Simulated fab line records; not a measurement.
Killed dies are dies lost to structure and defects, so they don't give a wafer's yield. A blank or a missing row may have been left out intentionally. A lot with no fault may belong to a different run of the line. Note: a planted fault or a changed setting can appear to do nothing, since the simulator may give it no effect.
2 desks, one fault + flow gf180mcu + each desk holds nothing but its own numbers, with what lay behind them at the end

== THE TOOL OWNER'S DESK: lpcvd-01 ==
The tool's own readings at GF_POLY_GATE_CVD_00 (deposits poly-Si, target thk 200 nm, time 1200 s): means of the sampled wafers that have a number, for each lot that ran on this tool. A lot is out of limits, marked OUT, if its mean lies more than 4 standard deviations from the usual mean; the brackets give that distance.
Columns: A = pressureMtorr at GF_POLY_GATE_CVD_00, usual 200.0 mTorr
| lot  | first seen here | A     |
|------|-----------------|-------|
| L710 | day 8 15:54     | 200.3 |
| L711 | day 8 23:21     | 200.1 |
| L712 | day 9 09:46     | 199.7 |
| L713 | day 9 15:03     | 199.9 |
| L715 | day 10 03:39    | 200.0 |
| L724 | day 13 00:07    | 200.2 |
| L726 | day 13 10:46    | 200.4 |
| L727 | day 13 18:55    | 199.7 |
| L729 | day 14 04:44    | 199.5 |
| L730 | day 14 13:30    | 200.1 |
This desk's verdict: no lot among the 10 shows anything out of limits.

== AT THE METROLOGY DESK ==
What the gauges read for every lot (on any tool): the sampled wafers with a number, averaged. A lot is out of limits, marked OUT, if its mean lies more than 4 standard deviations from the usual mean; the brackets give that distance.
Columns: A = LVPWELL_TW at GF_LVPWELL_TW_MEAS_11, usual 558; B = DUAL_GATE_OXIDATION_00_THK at GF_DUAL_GATE_THK_MEAS_03, usual 10.81 nm; C = POLY_GATE_CVD_00_THK at GF_POLY_GATE_THK_MEAS_01, usual 201.4 nm; D = cdNm at GF_HV_LDD_CD_MEAS_07, usual 399.7 nm
| lot  | first seen here | A   | B     | C              | D     |
|------|-----------------|-----|-------|----------------|-------|
| L710 | day 4 01:52     | 556 | 10.89 | 202.8          | 396.8 |
| L711 | day 4 08:07     | 550 | 10.96 | 199.6          | 398.3 |
| L712 | day 4 13:58     | 551 | 10.70 | 78.3 (-62) OUT | -     |
| L713 | day 4 18:57     | 557 | 10.89 | 81.4 (-60) OUT | -     |
| L714 | day 5 02:25     | 560 | 11.01 | 200.3          | 398.2 |
| L715 | day 5 06:30     | 555 | 11.05 | 81.8 (-60) OUT | -     |
| L723 | day 7 06:14     | 557 | 10.83 | 199.6          | 401.0 |
| L724 | day 7 11:43     | 564 | 10.74 | 202.4          | 398.4 |
| L726 | day 7 21:13     | 555 | 10.38 | 201.3          | 399.4 |
| L727 | day 8 03:00     | 557 | 10.56 | 201.1          | 396.9 |
| L728 | day 8 08:36     | 558 | 10.97 | 201.0          | 402.7 |
| L729 | day 8 14:16     | 565 | 11.16 | 202.3          | 397.4 |
| L730 | day 8 20:51     | 552 | 10.71 | 200.2          | 400.5 |
| L731 | day 9 02:53     | 569 | 10.97 | 198.0          | 403.6 |
| L732 | day 9 07:52     | 557 | 10.83 | 197.7          | 398.5 |
This desk's result: L712, L713, L715 out of limits, first on L712 (POLY_GATE_CVD_00_THK at GF_POLY_GATE_THK_MEAS_01), day 9 11:07. L710, L711, L714, L723, L724, L726, L727, L728, L729, L730, L731, L732 stayed within limits.

== BROUGHT TOGETHER ==
On L712, L713, L715, the metrology desk was in a position to raise an alarm at day 9 11:07.
Nothing out of limits was seen by the tool owner's desk.
Tool owner's desk: L712, L713, L715 on record, inside its limits.
On lpcvd-01, each named lot ran GF_POLY_GATE_CVD_00.

== WHAT HAD BEEN PUT IN BY THE SIMULATOR ==
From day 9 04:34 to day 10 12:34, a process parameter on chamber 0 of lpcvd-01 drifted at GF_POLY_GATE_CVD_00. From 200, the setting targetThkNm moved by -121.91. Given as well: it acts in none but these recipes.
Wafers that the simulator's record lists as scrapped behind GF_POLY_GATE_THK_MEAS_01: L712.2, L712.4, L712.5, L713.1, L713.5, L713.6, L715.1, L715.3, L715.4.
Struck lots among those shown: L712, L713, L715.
Per desk, hours elapsed from the start of the fault to the first reading out of limits: for the metrology desk, 7.
